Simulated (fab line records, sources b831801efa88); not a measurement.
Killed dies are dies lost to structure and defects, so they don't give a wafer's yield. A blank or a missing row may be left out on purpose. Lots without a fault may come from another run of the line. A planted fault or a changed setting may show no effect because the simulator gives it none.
Chamber matching | flow gf180mcu | GF_V1_CVD_00 on hdpcvd-02: 3 sister chambers
The step deposits SiO2, target thk 600 nm, time 100 s. 14 wafers are shown with their chamber, then 7 later ones without.

WAFERS WITH THEIR CHAMBER
wafer  | chamber | sih4_flow_sccm (sccm)
L708.1 | 1       | 59.88
L708.3 | 2       | 60.30
L708.6 | 1       | 60.11
L724.3 | 2       | 60.09
L724.4 | 1       | 60.04
L724.5 | 2       | 60.06
L725.1 | 0       | 60.09
L725.2 | 2       | 59.99
L725.4 | 0       | 59.91
L726.1 | 1       | 59.65
L726.3 | 2       | 59.78
L726.6 | 1       | 59.91
L727.1 | 0       | 59.84
L727.5 | 1       | 60.28

SIGNATURES (means of the wafers above)
reading        | chamber 0 | chamber 1 | chamber 2 | scatter within a chamber
sih4_flow_sccm | 59.9467   | 59.9783   | 60.0440   | 0.193
Rule: a wafer's distance from a chamber is the root of the sum, over the readings, of the square of ((its reading less the chamber's mean) divided by the reading's scatter). The wafer belongs to the nearest chamber; if the next one is less than 2 further off, it can't be placed. The scatter: the root of (the sum of the squares of (reading less its chamber's mean) over the shown wafers, divided by (wafers less chambers)).

WAFERS WITHOUT THEIR CHAMBER
wafer  | sih4_flow_sccm (sccm)
L727.6 | 60.01
L728.2 | 60.02
L728.3 | 59.96
L728.4 | 59.94
L730.3 | 60.12
L730.4 | 59.93
L730.6 | 60.03

WHICH CHAMBER EACH WENT THROUGH
wafer  | from the rows above          | in truth
L727.6 | can't be placed: 1 or 2 or 0 | 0
L728.2 | can't be placed: 2 or 1 or 0 | 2
L728.3 | can't be placed: 0 or 1 or 2 | 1
L728.4 | can't be placed: 0 or 1 or 2 | 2
L730.3 | can't be placed: 2 or 1 or 0 | 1
L730.4 | can't be placed: 0 or 1 or 2 | 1
L730.6 | can't be placed: 2 or 1 or 0 | 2
Placed correctly: 0 of 7. Can't be placed from these rows: 7 (the true chamber is among the candidates in 7). Placed wrongly: 0.
